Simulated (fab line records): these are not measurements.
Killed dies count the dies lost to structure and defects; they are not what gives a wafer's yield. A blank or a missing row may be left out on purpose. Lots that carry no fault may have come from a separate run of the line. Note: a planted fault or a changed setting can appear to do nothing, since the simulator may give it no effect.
Check for tools in common || flow gf180mcu || 42 wafers sampled across 14 lots

REASON FOR OPENING
Flagged at GF_POLY_GATE_CD_MEAS_10: reading cd_nm, on 2 of 14 lots. Fault-free wafers read 280.1 nm, with a standard deviation of 1.2.
Rule: a lot is flagged in two cases, either no wafer of it has a number, or all its wafers with numbers fall more than 4 standard deviations from that mean. The other lots count as sound.

{"lot": "L309", "measured": "day 9 04:50", "on": "cd_sem-02", "cd_nm (nm), wafer by wafer": "277.7 278.7 277.8", "flag": ""}
{"lot": "L311", "measured": "day 9 19:50", "on": "cd_sem-01", "cd_nm (nm), wafer by wafer": "280.5 281.2 281.2", "flag": ""}
{"lot": "L310", "measured": "day 9 22:50", "on": "cd_sem-02", "cd_nm (nm), wafer by wafer": "281.9 281.7 282.0", "flag": ""}
{"lot": "L313", "measured": "day 10 12:54", "on": "cd_sem-02", "cd_nm (nm), wafer by wafer": "280.5 281.4 279.4", "flag": ""}
{"lot": "L316", "measured": "day 11 09:38", "on": "cd_sem-02", "cd_nm (nm), wafer by wafer": "279.8 280.0 278.7", "flag": ""}
{"lot": "L317", "measured": "day 11 14:58", "on": "cd_sem-02", "cd_nm (nm), wafer by wafer": "294.4 293.8 294.0", "flag": "FLAGGED"}
{"lot": "L319", "measured": "day 12 08:50", "on": "cd_sem-02", "cd_nm (nm), wafer by wafer": "295.6 295.3 296.2", "flag": "FLAGGED"}
{"lot": "L326", "measured": "day 14 07:15", "on": "cd_sem-02", "cd_nm (nm), wafer by wafer": "279.9 281.4 281.8", "flag": ""}
{"lot": "L327", "measured": "day 14 14:49", "on": "cd_sem-02", "cd_nm (nm), wafer by wafer": "282.2 281.3 280.4", "flag": ""}
{"lot": "L328", "measured": "day 14 19:32", "on": "cd_sem-01", "cd_nm (nm), wafer by wafer": "280.3 279.3 280.3", "flag": ""}
{"lot": "L329", "measured": "day 15 07:43", "on": "cd_sem-02", "cd_nm (nm), wafer by wafer": "280.0 280.4 279.6", "flag": ""}
{"lot": "L330", "measured": "day 15 12:06", "on": "cd_sem-02", "cd_nm (nm), wafer by wafer": "281.6 281.0 280.2", "flag": ""}
{"lot": "L331", "measured": "day 15 17:59", "on": "cd_sem-01", "cd_nm (nm), wafer by wafer": "277.6 278.4 277.6", "flag": ""}
{"lot": "L332", "measured": "day 16 05:38", "on": "cd_sem-01", "cd_nm (nm), wafer by wafer": "281.3 281.7 281.1", "flag": ""}
On average the flagged lots' numbers are 294.9 nm, which is +14.8 nm against the usual, or +12 standard deviations.

EACH LOT AND THE TOOL IT RAN ON
The record keeps 1 process step preceding the reading, out of 602 steps on the route. In each cell: the tool, then ch and the chambers that the sampled wafers went through, then the start.
{"lot": "L309", "flag": "", "GF_POLY_GATE_SOFTBAKE_06": "litho_track-04 ch 0, day 8 20:00"}
{"lot": "L311", "flag": "", "GF_POLY_GATE_SOFTBAKE_06": "litho_track-03 ch 0, day 9 11:00"}
{"lot": "L310", "flag": "", "GF_POLY_GATE_SOFTBAKE_06": "litho_track-04 ch 0, day 9 13:00"}
{"lot": "L313", "flag": "", "GF_POLY_GATE_SOFTBAKE_06": "litho_track-04 ch 0, day 10 03:00"}
{"lot": "L316", "flag": "", "GF_POLY_GATE_SOFTBAKE_06": "litho_track-04 ch 0, day 11 00:00"}
{"lot": "L317", "flag": "FLAGGED", "GF_POLY_GATE_SOFTBAKE_06": "litho_track-04 ch 0, day 11 05:00"}
{"lot": "L319", "flag": "FLAGGED", "GF_POLY_GATE_SOFTBAKE_06": "litho_track-04 ch 0, day 11 23:00"}
{"lot": "L326", "flag": "", "GF_POLY_GATE_SOFTBAKE_06": "litho_track-03 ch 0, day 13 21:00"}
{"lot": "L327", "flag": "", "GF_POLY_GATE_SOFTBAKE_06": "litho_track-02 ch 0, day 14 04:00"}
{"lot": "L328", "flag": "", "GF_POLY_GATE_SOFTBAKE_06": "litho_track-02 ch 0, day 14 08:00"}
{"lot": "L329", "flag": "", "GF_POLY_GATE_SOFTBAKE_06": "litho_track-04 ch 0, day 14 21:00"}
{"lot": "L330", "flag": "", "GF_POLY_GATE_SOFTBAKE_06": "litho_track-02 ch 0, day 15 01:00"}
{"lot": "L331", "flag": "", "GF_POLY_GATE_SOFTBAKE_06": "litho_track-02 ch 0, day 15 07:00"}
{"lot": "L332", "flag": "", "GF_POLY_GATE_SOFTBAKE_06": "litho_track-04 ch 0, day 15 18:00"}
What these steps do:
- GF_POLY_GATE_SOFTBAKE_06: time 60 s.
- GF_POLY_GATE_CD_MEAS_10: target cd 280 nm.

FLAGGED OVER TOTAL, TOOL BY TOOL (the gauges that took the reading come last)
{"step": "GF_POLY_GATE_SOFTBAKE_06", "tool": "litho_track-02", "lots run": 4, "flagged": 0, "share of the flagged lots": "none", "sound lots run after its first flagged lot": "-"}
{"step": "GF_POLY_GATE_SOFTBAKE_06", "tool": "litho_track-03", "lots run": 2, "flagged": 0, "share of the flagged lots": "none", "sound lots run after its first flagged lot": "-"}
{"step": "GF_POLY_GATE_SOFTBAKE_06", "tool": "litho_track-04", "lots run": 8, "flagged": 2, "share of the flagged lots": "all", "sound lots run after its first flagged lot": "2 (L329,L332)"}
{"step": "GF_POLY_GATE_CD_MEAS_10", "tool": "cd_sem-01", "lots run": 4, "flagged": 0, "share of the flagged lots": "none", "sound lots run after its first flagged lot": "-"}
{"step": "GF_POLY_GATE_CD_MEAS_10", "tool": "cd_sem-02", "lots run": 10, "flagged": 2, "share of the flagged lots": "all", "sound lots run after its first flagged lot": "4 (L326,L327,L329,L330)"}

WHAT THE TABLE PERMITS
In 2 table rows, all flagged lots were run: litho_track-04 (GF_POLY_GATE_SOFTBAKE_06), cd_sem-02 (GF_POLY_GATE_CD_MEAS_10).
- litho_track-04 at GF_POLY_GATE_SOFTBAKE_06 ran 8 lots, 2 of them flagged. After the first flagged lot (L329, L332), sound lots still ran on it; a lasting fault on the whole tool would not permit that. Its own readings lie more than 4 standard deviations out on every wafer of the flagged lots: heater_power_total_W, plate_temp_C.
- cd_sem-02 at GF_POLY_GATE_CD_MEAS_10 ran 10 lots, 2 of them flagged. After the first flagged lot (L326, L327, L329, L330), sound lots still ran on it; a lasting fault on the whole tool would not permit that.
No row of the table ran every flagged lot and no sound lot after the first.

WHAT THE SIMULATOR HAD INSERTED
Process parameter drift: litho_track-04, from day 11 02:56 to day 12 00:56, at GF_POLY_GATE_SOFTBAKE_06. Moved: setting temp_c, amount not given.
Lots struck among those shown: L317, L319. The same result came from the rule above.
